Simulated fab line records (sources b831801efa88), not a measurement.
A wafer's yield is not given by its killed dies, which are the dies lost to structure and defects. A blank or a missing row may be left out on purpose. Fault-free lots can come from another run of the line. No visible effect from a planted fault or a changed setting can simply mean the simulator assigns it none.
A struck lot beside a sound one | flow gf180mcu | 24 steps out of a route of 602
Sound: wafers L309.1, L309.4, L309.6. Struck: wafer L321.5; the same lot's L321.6 was not struck, so it is left out; see the end for the cause.
Order at every step that has rows: each side's tool, ch and its chambers, its first start. Under that, the readings that differ: sound wafers | struck wafers | difference of the means | sigmas: that difference in standard deviations of wafers without a fault.
alike: readings with means less than 2 such deviations apart, plus words and numbers identical on both sides. not compared: withheld readings, readings lacking a value on some wafer, bounds such as >300 that could conceal the same value, and numbers that have no deviation in the record and whose values overlap.
Wherever a step has rows on one side only, a row that says differs or no value, or a row with sigmas, the two part there. Numbers that don't overlap but have no deviation are shown without sigmas and don't part them. A reading missing from all wafers of one side parts the sides only when that side holds two or more wafers.

GF_PSD_OVL_MEAS_08:
  sound on overlay-02, day 15 16:54; struck on overlay-01, day 21 05:19
  reading      | sound       | struck | difference | sigmas
  PSD_OVL (nm) | 2.1 1.2 1.1 | -1.7   | -3.2       | -2
next, for these wafers, 1 step has no rows: GF_PSD_IMPLANT_09.
GF_PSD_STRIP_10: strips in O2/N2.
  sound on plasma_asher-01 ch 0, day 15 17:05; struck on plasma_asher-02 ch 1, day 21 05:32
  reading                      | sound                | struck | difference | sigmas
  strip_time_to_endpoint_s (s) | 16.508 16.509 16.563 | 16.460 | -0.067     | -2
  alike: drypump_motor_current_A, heater_power_w, oes_product_au
  not compared: rf_hours_counter_h
GF_PSD_TW_MEAS_11:
  sound on film_metro-01, day 15 17:11; struck on film_metro-04, day 21 05:37
  reading | sound          | struck | difference | sigmas
  PSD_TW  | 3194 3211 3212 | 3137   | -69        | -2
then, 1 step without rows for these wafers: GF_PSD_CLEAN_12 (cleans in SC1/SC2, time 150 s).
GF_PSD_RTA_13: time 20 s.
  sound on rtp_anneal-01 ch 0, day 15 17:18; struck on rtp_anneal-02 ch 0, day 21 05:44
  reading            | sound    | struck | difference | sigmas
  lamp_power_pct (%) | 40 40 40 | 34     | -6         | -2
  alike: wafer_temp_C_max
GF_PSD_RS_MEAS_14: measures by four-point-probe.
  sound on film_metro-01, day 15 17:23; struck on film_metro-04, day 21 05:51
  alike: NSD_RS
GF_PSD_RS_MEAS_15: measures by four-point-probe.
  sound on film_metro-01, day 15 17:30; struck on film_metro-04, day 21 05:58
  alike: PSD_RS
GF_SAB_CVD_00: deposits SiO2 from TEOS, target thk 50 nm, time 4.9302 s.
  sound on pecvd-03 ch 0,2, day 15 17:37; struck on pecvd-03 ch 0, day 21 06:01
  alike: heater_power_w
  not compared: since_wet_clean_h
GF_SAB_THK_MEAS_01:
  sound on film_metro-02, day 15 17:38; struck on film_metro-03, day 21 06:04
  alike: SAB_CVD_00_THK
then, 2 steps without rows for these wafers: GF_SAB_DEHYDRATE_02 (time 60 s); GF_SAB_HMDS_03 (prime time 60 s).
GF_SAB_COAT_04: resist thk 1000 nm.
  sound on litho_track-03 ch 0, day 16 04:01; struck on litho_track-03 ch 0, day 21 17:16
  reading                                  | sound             | struck | difference | sigmas
  model.NOVOLAK_of_SAB_COAT_04.thk_nm (nm) | 994.4 992.8 994.6 | 1017   | +23        |
then, 4 steps without rows for these wafers: GF_SAB_SOFTBAKE_05 (time 60 s); GF_SAB_EXPOSE_06 (exposes mask SAB, target cd 420 nm); GF_SAB_PEB_07; GF_SAB_DEVELOP_08 (develop time 60 s).
GF_SAB_CD_MEAS_09: the cd target is 420 nm.
  sound on cd_sem-01, day 16 14:58; struck on cd_sem-01, day 22 05:28
  alike: cd_nm
GF_SAB_OVL_MEAS_10:
  sound on overlay-01, day 16 15:06; struck on overlay-01, day 22 05:32
  alike: SAB_OVL
GF_SAB_ETCH_11: etches SiO2 in C4F8/O2/Ar, target depth 55 nm, time 8.5 s.
  sound on rie_diel-01 ch 0,1,3, day 16 15:08; struck on rie_diel-02 ch 2, day 22 05:33
  reading                                  | sound             | struck | difference | sigmas
  model.NOVOLAK_of_SAB_COAT_04.thk_nm (nm) | 982.9 981.5 983.4 | 1006   | +23        |
  alike: oes_product_au
  not compared: rf_hours_counter_h
then, 1 step without rows for these wafers: GF_SAB_WET_ETCH_12 (etches SiO2 in dHF, target depth 22 nm, time 440 s).
GF_SAB_STRIP_13: strips in O2/N2.
  sound on plasma_asher-04 ch 0, day 16 15:17; struck on plasma_asher-04 ch 0, day 22 05:46
  reading                      | sound             | struck | difference | sigmas
  strip_time_to_endpoint_s (s) | 12.55 12.54 12.55 | 12.82  | +0.27      | +9
  alike: drypump_motor_current_A, heater_power_w, oes_product_au
  not compared: rf_hours_counter_h
then, 1 step without rows for these wafers: GF_SALICIDE_CLEAN_00 (cleans in SC1/SC2, time 150 s).
GF_PASSIVATION_PROBE_99:
  sound wafers here have rows in the record (prober-02, day 30 05:58); struck ones have none

== WHERE THEY PART ==
At GF_PSD_OVL_MEAS_08 first; at GF_PASSIVATION_PROBE_99 last (within this record only).

WHY: the cause the simulator had injected
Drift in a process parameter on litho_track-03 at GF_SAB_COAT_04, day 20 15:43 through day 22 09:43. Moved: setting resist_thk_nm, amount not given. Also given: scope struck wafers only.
